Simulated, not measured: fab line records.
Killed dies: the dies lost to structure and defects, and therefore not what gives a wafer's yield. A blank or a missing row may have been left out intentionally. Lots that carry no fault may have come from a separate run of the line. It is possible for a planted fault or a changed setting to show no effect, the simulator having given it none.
Split-lot trial ; flow gf180mcu ; 17 wafers read from 5 lots, route of 602 steps

== ABOUT THE SPLIT ==
At GF_M4_COAT_09 (resist thk 1000 nm), the setting resist thk nm was moved away from the recipe's 1000 nm on 7 of the 17 wafers read, by -4.9% to +2.1%. The other wafers ran this setting at the recipe's value.

Reading taken at the split's own step.

== THE READING ==
KrF_of_M4_COAT_09.thk nm (the simulator's own value, which no gauge read), in nm, at GF_M4_COAT_09 (resist thk 1000 nm). The file does not state a usual value for it. Across the 10 wafers here that went through the recipe, the average is 1001.7 nm and the standard deviation 2.3 nm.

wafer;tool, chamber at the split;resist thk nm as run, nm;against the recipe;KrF_of_M4_COAT_09.thk nm, nm;against lot-mates on the recipe
L074.1;litho track-01, 0;953.5;-4.6%;952.1;-48.9
L074.6;litho track-01, 0;1000;recipe;1001;-
L075.1;litho track-03, 0;1000;recipe;997.2;-
L075.4;litho track-03, 0;1021;+2.1%;1020;+22.8
L082.1;litho track-02, 0;1000;recipe;1001;-
L082.2;litho track-02, 0;950.5;-4.9%;951.1;-49.8
L082.3;litho track-02, 0;950.5;-4.9%;950.1;-50.8
L082.5;litho track-02, 0;1000;recipe;1002;-
L082.6;litho track-02, 0;1000;recipe;999.8;-
L083.2;litho track-01, 0;1019;+1.9%;1020;+18.5
L083.3;litho track-01, 0;1019;+1.9%;1018;+16.5
L083.4;litho track-01, 0;1000;recipe;1001;-
L083.5;litho track-01, 0;1000;recipe;1002;-
L083.6;litho track-01, 0;1019;+1.9%;1019;+17.5
L084.1;litho track-02, 0;1000;recipe;1006;-
L084.2;litho track-02, 0;1000;recipe;1005;-
L084.4;litho track-02, 0;1000;recipe;1002;-

THE FIT
A straight line over all 17 wafers: KrF_of_M4_COAT_09.thk nm changes by +10.1 nm for each +1% of resist thk nm; r = +1.00; the points scatter about the line by 2.2 nm.
The same after taking each lot's own level away (the mean of its wafers on the recipe; 17 wafers): +10.1 nm for each +1%; r = +1.00; scatter 1.3 nm.
On that fit, the largest move of resist thk nm shifts the reading by 50 nm.
Measured against the standard deviation above, the lots' own levels, which go from 997.20 to 1004.33 nm, span 3.0 times it.
The two slopes agree, so the slope changes little with the lot-to-lot level.
Check: -50.9 nm against its lot-mates is what the line predicts for one of the wafers moved furthest among these (-4.9%) when that wafer is left out of the fit. Against them it came out at -49.8 nm.

== THE OTHER SPLITS THESE WAFERS WENT THROUGH ==
Note: prior to the reading, these wafers also went through further splits. Each is held against what the fit with the lots' levels taken away leaves over:
other split on the same wafers;wafers away from the commonest value;r with KrF_of_M4_COAT_09.thk nm (lot level and that fit taken away)
GF_M2_METAL_ETCH_16 time s;6;-0.01
GF_V2_CMP_04 leave above ref nm;5;+0.37
GF_V2_ETCH_16 bias w;4;-0.03
GF_M3_SPUTTER_00 chamber pressure pa;12;-0.39
GF_M3_COAT_09 resist thk nm;3;+0.07
GF_V3_CVD_00 sih4 flow sccm;6;+0.02
GF_V3_CVD_23 temp c;6;+0.02
GF_M4_SPUTTER_01 time s;0;-

== FILE'S OWN FIT ==
KrF_of_M4_COAT_09.thk nm changes by +10.2 nm for each +1% of resist thk nm, r = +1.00.
